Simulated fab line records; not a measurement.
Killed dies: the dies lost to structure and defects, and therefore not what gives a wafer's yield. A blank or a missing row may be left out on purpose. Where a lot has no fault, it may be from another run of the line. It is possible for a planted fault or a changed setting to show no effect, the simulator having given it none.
Problem report, 8D (eight disciplines) form, completed by code + flow gf180mcu + the parts of the form that need people (team, actions taken, sign-off) are left out

== 1. WHAT IS WRONG ==
At GF_M2_METAL_ETCH_16, oes-product-au averages 0.729 a.u. over 2 wafers from 2 lots, while fault-free wafers read 0.992 a.u., standard deviation 0.0051. Measured from the usual mean, that is -52 standard deviations.
The step: etches the open film in Cl2/BCl3, stops on SiO2, target depth 750.8 nm, time 125.1 s.
Seen first at day 21 16:43 on rie-metal-02, wafer L147.5. The record holds 41 wafers of 14 lots with a number at this step. The rule behind "out" and "out of limits": a value lying over 4 standard deviations away from the usual mean. The other wafers with a number count as sound.

== 2. WHAT THIS IS AND IS NOT ==
| question                    | is                                 | is not                                                                                                         |
|-----------------------------|------------------------------------|----------------------------------------------------------------------------------------------------------------|
| which readings at this step | oes-product-au, throttle-valve-pct | drypump-motor-current-A, rf-fwd-power-W                                                                        |
| which lots                  | L147, L148                         | L140, L141, L143, L144, L145, L153, L156, L158, L159, L160, L161, L162                                         |
| which wafers of those lots  | L147.5, L148.5                     | L147.1, L147.4, L148.4                                                                                         |
| read on which tools         | rie-metal-02                       | rie-metal-01, rie-metal-03                                                                                     |
| when                        | from day 21 16:43                  | up to then (17 sound wafers); but 22 sound wafers of L148, L153, L156, L158, L159, L160, L161, L162 came after |

== 3. THE SUSPECTS, EACH WITH WHAT RULES IT OUT ==
Counting: if a tool at a process step up to the reading ran every lot that is out, it stays a suspect. Sound lots after the first of them don't rule it out here, since some wafers of a struck lot are sound.
- pvd-sputter-04 at GF_M2_SPUTTER_00 (material Ti, target thk 37.5 nm, time 150 s): kept. Ran every lot that is out, first one L147 (day 20 16:22); last sound lot up to then L145 (day 19 22:53).
- pvd-sputter-04 at GF_M2_SPUTTER_02 (material AlCu, target thk 450 nm, time 23.9 s): kept. Ran every lot that is out, first one L147 (day 20 16:29); last sound lot up to then L145 (day 19 23:01).
- rie-metal-02 at GF_M2_METAL_ETCH_16 (etches the open film in Cl2/BCl3, stops on SiO2, target depth 750.8 nm, time 125.1 s): kept. Ran every lot that is out, first one L147 (day 21 16:43); last sound lot up to then L145 (day 20 22:56). Out on those wafers are its own readings of oes-product-au, throttle-valve-pct.
Still standing after the count: pvd-sputter-04 at GF_M2_SPUTTER_00, pvd-sputter-04 at GF_M2_SPUTTER_02, rie-metal-02 at GF_M2_METAL_ETCH_16.

== 4. THE CAUSE (what the simulator had put in) ==
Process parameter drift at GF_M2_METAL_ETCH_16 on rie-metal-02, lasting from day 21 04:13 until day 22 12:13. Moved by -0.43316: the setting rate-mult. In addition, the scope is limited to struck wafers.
3 suspects survive the count, and this tool is in that group.

== 5. THE EFFECT CHAIN, in route order ==
Each row: a reading where the mean over the struck wafers with a number is more than 3 standard deviations away from the usual. Only readings for which the record gives a usual standard deviation are gone through. hours: the time from each lot's start at the first step in this table that gives one to its start at this step, as a median over the lots. sigmas: the change in usual standard deviations.
| hours | step                | reading                  | usual      | on struck wafers | change | sigmas |
|-------|---------------------|--------------------------|------------|------------------|--------|--------|
| 0     | GF_M2_METAL_ETCH_16 | oes-product-au           | 0.992 a.u. | 0.729            | -0.263 | -52    |
| 0     | GF_M2_METAL_ETCH_16 | throttle-valve-pct       | 28.229 %   | 28.522           | +0.293 | +29    |
| 0     | GF_M2_STRIP_17      | oes-product-au           | 0.536 a.u. | 0.588            | +0.052 | +11    |
| 0     | GF_M2_STRIP_17      | strip-time-to-endpoint-s | 7.35 s     | 8.61             | +1.26  | +27    |
Process steps it contains:
- GF_M2_METAL_ETCH_16: etches the open film in Cl2/BCl3, stops on SiO2, target depth 750.8 nm, time 125.1 s.
- GF_M2_STRIP_17: strips in O2/N2.

== 6. HOW IT WOULD HAVE BEEN CAUGHT EARLIER ==
The fault began at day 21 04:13; the first out-of-limits reading in this record came at day 21 16:43, 13 hours later.
